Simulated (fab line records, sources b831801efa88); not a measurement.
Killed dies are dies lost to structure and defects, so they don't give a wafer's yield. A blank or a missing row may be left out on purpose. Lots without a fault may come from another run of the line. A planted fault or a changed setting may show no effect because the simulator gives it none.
Problem report in the 8D (eight disciplines) form, filled by code | flow gf180mcu | the parts of the form that need people (team, actions taken, sign-off) are left out

1. THE PROBLEM
run_length_s at GF_VT_IMPLANT_SOFTBAKE_36 reads a mean of 92.45 s on 6 wafers of 2 lots; wafers without a fault read 89.32 s with a standard deviation of 0.29. That is +11 standard deviations from the usual mean.
The step: time 60 s.
First seen on wafer L621.1, day 10 12:55, on litho_track-02. The record holds 42 wafers of 14 lots with a number at this step. Rule for "out", or "out of limits": more than 4 standard deviations from the usual mean. The other wafers with a number count as sound.

2. WHAT IT IS AND WHAT IT IS NOT
question                    | is                     | is not
which readings at this step | run_length_s           | plate_temp_C
which lots                  | L621, L623             | L609, L610, L611, L612, L613, L615, L617, L619, L620, L628, L631, L632
which wafers of those lots  | all that have a number | -
read on which tools         | litho_track-02         | litho_track-03, litho_track-04
when                        | from day 10 12:55      | up to then (27 sound wafers); but 9 sound wafers of L628, L631, L632 came after

3. SUSPECTS, AND WHAT RULES EACH OUT
Counting: a tool at a process step up to the reading stays a suspect if it ran every lot that is out and no sound lot after the first of them.
- litho_track-02 at GF_VT_IMPLANT_SOFTBAKE_36 (time 60 s): kept. It ran every lot that is out, first L621 (day 10 12:55), and no sound lot after that; its last sound lot up to then is L620 (day 10 07:45). Its own readings are out on those wafers: run_length_s.
Left after counting: litho_track-02 at GF_VT_IMPLANT_SOFTBAKE_36.

4. THE CAUSE (what the simulator had put in)
Process parameter drift: litho_track-02, from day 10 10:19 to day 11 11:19, at GF_VT_IMPLANT_SOFTBAKE_36. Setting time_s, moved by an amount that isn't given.
Counting left only this tool.

5. THE CHAIN OF EFFECTS, in route order
Each row: a reading whose mean over the struck wafers that have a number lies more than 3 standard deviations from the usual. Only readings for which the record gives a usual standard deviation are gone through. hours: the time from each lot's start at the first step in this table that gives one to its start at this step, as a median over the lots. sigmas: the change in usual standard deviations.
hours | step                      | reading      | usual   | on struck wafers | change | sigmas
0     | GF_VT_IMPLANT_SOFTBAKE_36 | run_length_s | 89.32 s | 92.45            | +3.13  | +11
The process steps in it:
- GF_VT_IMPLANT_SOFTBAKE_36: time 60 s.
Later measuring or inspecting steps at which every struck wafer that the step has a row for has a number for every such reading, and none has moved that far: GF_HV_LDD_CD_MEAS_46, GF_CONTACT_OVL_MEAS_15, GF_V1_OVL_MEAS_15.

6. WHAT WOULD HAVE CAUGHT IT SOONER
In this record the first reading out of limits was taken at day 10 12:55, 3 hours after the fault began at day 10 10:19.
